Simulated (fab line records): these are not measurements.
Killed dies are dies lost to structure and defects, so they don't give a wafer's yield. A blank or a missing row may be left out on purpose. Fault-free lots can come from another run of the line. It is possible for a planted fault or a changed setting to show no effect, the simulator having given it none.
What tool caused it? ; flow sky130 ; 14 lots with 40 wafers sampled at 5 steps, on a route of 708 steps

## WHAT EACH GAUGE READ, for each wafer
SKY_LOCAL_INTERCONNECT_CD_MEAS_11: the cd target is 170 nm.
lot;measured;on;cd nm (nm)
L358;day 30 12:59;cd sem-02;168.1 168.8 167.7
L359;day 30 18:20;cd sem-01;171.7 169.8 171.3
L363;day 32 09:11;cd sem-01;169.7 180.9
L365;day 33 00:34;cd sem-01;182.0 168.7
L371;day 34 20:22;cd sem-02;169.0 168.3 169.2
L372;day 35 00:26;cd sem-02;168.6 169.1 170.4
L373;day 35 02:59;cd sem-01;169.2 169.8 170.6
L374;day 35 15:35;cd sem-01;171.2 170.9 171.8
L375;day 35 22:47;cd sem-01;168.5 169.4 168.3
L376;day 36 07:01;cd sem-02;172.5 173.1 173.2
L377;day 36 11:17;cd sem-02;171.2 170.9 173.2
L378;day 36 18:59;cd sem-01;168.7 169.2 167.7
L380;day 37 05:33;cd sem-01;170.4 169.4 168.9
L381;day 37 11:49;cd sem-02;171.1 168.6 171.3

SKY_LOCAL_INTERCONNECT_OVL_MEAS_12.
lot;measured;on;LOCAL_INTERCONNECT_OVL (nm)
L358;day 30 13:05;overlay-01;-1 -1 3
L359;day 30 18:24;overlay-01;-14 0 -12
L363;day 32 09:17;overlay-01;-3 -12
L365;day 33 00:41;overlay-02;-3 1
L371;day 34 20:29;overlay-02;-2 4 0
L372;day 35 00:32;overlay-01;-5 -4 -11
L373;day 35 03:05;overlay-01;-12 -12 -12
L374;day 35 15:41;overlay-02;-4 4 -5
L375;day 35 22:52;overlay-01;-8 -4 -12
L376;day 36 07:06;overlay-02;-7 -13 -11
L377;day 36 11:24;overlay-02;-3 2 3
L378;day 36 19:06;overlay-02;-4 -7 -6
L380;day 37 05:40;overlay-02;-1 2 -3
L381;day 37 11:56;overlay-02;-9 -4 -1

SKY_METAL1_RS_MEAS_05: measurement is done with a four-point probe.
lot;measured;on;METAL1_ALCU_RS (ohm/sq)
L358;day 31 19:30;film metro-02;0.1259 0.1248 0.1264
L359;day 32 00:40;film metro-01;0.1266 0.1253 0.1284
L363;day 33 15:30;film metro-03;0.1274 0.1257
L365;day 34 06:26;film metro-03;0.1255 0.1259
L371;day 36 01:50;film metro-02;0.1262 0.1265 0.1263
L372;day 36 05:51;film metro-03;0.1292 0.1264 0.1254
L373;day 36 07:58;film metro-02;0.1283 0.1277 0.1300
L374;day 36 20:01;film metro-03;0.1277 0.1282 0.1267
L375;day 37 03:51;film metro-03;0.1279 0.1271 0.1274
L376;day 37 12:17;film metro-02;0.1253 0.1276 0.1255
L377;day 37 16:14;film metro-02;0.1288 0.1282 0.1279
L378;day 37 23:44;film metro-03;0.1259 0.1267 0.1263
L380;day 38 10:38;film metro-01;0.1269 0.1256 0.1258
L381;day 38 17:32;film metro-01;0.1278 0.1266 0.1274

## TOOL THAT RAN EACH LOT (tool first, then ch and the chambers of the sampled wafers, then the start)
lot;SKY_LOCAL_INTERCONNECT_DEVELOP_10;SKY_CONTACT_SPUTTER_23
L358;litho track-04 ch 0, day 30 12:00;pvd sputter-02, day 31 18:41
L359;litho track-04 ch 0, day 30 18:00;pvd sputter-04, day 31 23:49
L363;litho track-03 ch 0, day 32 09:00;pvd sputter-02, day 33 14:41
L365;litho track-03 ch 0, day 33 00:00;pvd sputter-01, day 34 05:39
L371;litho track-04 ch 0, day 34 20:00;pvd sputter-04, day 36 01:03
L372;litho track-04 ch 0, day 35 00:00;pvd sputter-01, day 36 05:02
L373;litho track-04 ch 0, day 35 02:00;pvd sputter-02, day 36 07:10
L374;litho track-04 ch 0, day 35 15:00;pvd sputter-01, day 36 19:13
L375;litho track-02 ch 0, day 35 22:00;pvd sputter-04, day 37 03:00
L376;litho track-03 ch 0, day 36 06:00;pvd sputter-02, day 37 11:28
L377;litho track-04 ch 0, day 36 11:00;pvd sputter-02, day 37 15:26
L378;litho track-02 ch 0, day 36 18:00;pvd sputter-04, day 37 22:57
L380;litho track-02 ch 0, day 37 05:00;pvd sputter-01, day 38 09:49
L381;litho track-03 ch 0, day 37 11:00;pvd sputter-02, day 38 16:44
- SKY_LOCAL_INTERCONNECT_DEVELOP_10: develop time 60 s.
- SKY_CONTACT_SPUTTER_23: material TiN, target thk 20 nm, time 80 s.

## AS READ BY THE TOOLS THEMSELVES (means over the sampled wafers that have a number; for cases with no such wafer, the mark the record gives instead)
SKY_CONTACT_SPUTTER_23.
lot;tool;chamber pressure pa (Pa);throttle valve pct (%)
L358;pvd sputter-02;4.992;29.4
L359;pvd sputter-04;4.999;31.4
L363;pvd sputter-02;5.014;30.0
L365;pvd sputter-01;5.010;29.9
L371;pvd sputter-04;5.012;31.3
L372;pvd sputter-01;5.006;29.8
L373;pvd sputter-02;5.009;29.8
L374;pvd sputter-01;5.009;29.7
L375;pvd sputter-04;4.991;31.3
L376;pvd sputter-02;5.000;30.5
L377;pvd sputter-02;4.989;29.8
L378;pvd sputter-04;5.002;30.3
L380;pvd sputter-01;4.991;29.8
L381;pvd sputter-02;5.002;30.5

## THE ANSWER, worked out from the rows above alone
Rule: usual is defined by the lots themselves. Put in order of their means at a reading, lots are off if they are a third of the lots or fewer, leave a main group of 4 or more, and stand apart from it by a gap of 3 or more times the standard deviation of the main group's means; of several such gaps the widest counts. A main group is skipped when, at the precision printed for the reading in the tables above, its means are all equal. A lot without any number at a reading at which 4 lots or more have one is off too. Any other lot the step has rows for is counted as sound. After the gauges, taken in route order, come the tools' own readings; for these a lot's mean is taken, as printed above. At the first step where some lot is off, the reading lying furthest off is the one used; lots without a number count as furthest.
Across all readings shown, no lot is off: no conclusion can be drawn from this.

## WHAT THE SIMULATOR HAD PUT IN
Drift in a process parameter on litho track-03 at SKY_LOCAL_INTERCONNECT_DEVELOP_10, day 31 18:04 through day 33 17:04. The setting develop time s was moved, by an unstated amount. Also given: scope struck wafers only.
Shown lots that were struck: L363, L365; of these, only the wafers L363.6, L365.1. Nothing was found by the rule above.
